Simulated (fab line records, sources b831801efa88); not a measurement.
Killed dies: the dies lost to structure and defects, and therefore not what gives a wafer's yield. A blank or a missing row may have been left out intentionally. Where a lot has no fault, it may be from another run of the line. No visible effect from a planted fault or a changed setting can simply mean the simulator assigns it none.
2 desks, one fault / flow gf180mcu / what lay behind the numbers comes last; until then each desk has only its own

== TOOL OWNER'S DESK, cvd-w-01 ==
The tool's own readings at GF_V3_CVD_23 (deposits W, target thk 350 nm, time 104.9 s): means of the sampled wafers that have a number, for each lot that ran on this tool. A lot is out of limits, marked OUT, if its mean lies more than 4 standard deviations from the usual mean; the brackets give that distance.
Columns: A = heater-power-w at GF_V3_CVD_23, usual 805 W
lot=L106; first seen here=day 23 16:17; A=871
lot=L110; first seen here=day 25 05:05; A=705
lot=L113; first seen here=day 25 22:19; A=879
lot=L114; first seen here=day 26 06:57; A=785
lot=L122; first seen here=day 28 18:25; A=955
lot=L124; first seen here=day 29 07:49; A=972
lot=L125; first seen here=day 29 13:05; A=803
lot=L127; first seen here=day 30 03:11; A=793
This desk's verdict: no lot among the 8 shows anything out of limits.

== THE METROLOGY DESK ==
What the gauges read, lot by lot, whatever tool the lot ran on: means of the sampled wafers that have a number. A lot is out of limits, marked OUT, if its mean lies more than 4 standard deviations from the usual mean; the brackets give that distance.
Columns: A = V3_CVD_00_THK at GF_V3_THK_MEAS_01, usual 602 nm; B = V3_W_RS at GF_V3_RS_MEAS_24, usual 0.328 ohm/sq
lot=L106; first seen here=day 22 15:52; A=595; B=0.331
lot=L107; first seen here=day 22 17:43; A=603; B=0.322
lot=L110; first seen here=day 24 05:07; A=604; B=0.326
lot=L113; first seen here=day 24 23:03; A=605; B=0.337
lot=L114; first seen here=day 25 07:30; A=608; B=0.336
lot=L117; first seen here=day 26 02:05; A=608; B=0.329
lot=L118; first seen here=day 26 10:11; A=605; B=0.328
lot=L121; first seen here=day 27 12:23; A=590; B=0.322
lot=L122; first seen here=day 27 20:45; A=589; B=0.331
lot=L124; first seen here=day 28 10:44; A=599; B=0.336
lot=L125; first seen here=day 28 16:07; A=598; B=0.323
lot=L126; first seen here=day 29 03:19; A=598; B=0.328
lot=L127; first seen here=day 29 06:37; A=610; B=0.329
This desk's verdict: no lot among the 13 shows anything out of limits.

== ALL TOGETHER ==
The tool owner's desk saw nothing out of limits.
From the metrology desk's view, nothing was out of limits.

== WHAT WAS PUT IN BY THE SIMULATOR ==
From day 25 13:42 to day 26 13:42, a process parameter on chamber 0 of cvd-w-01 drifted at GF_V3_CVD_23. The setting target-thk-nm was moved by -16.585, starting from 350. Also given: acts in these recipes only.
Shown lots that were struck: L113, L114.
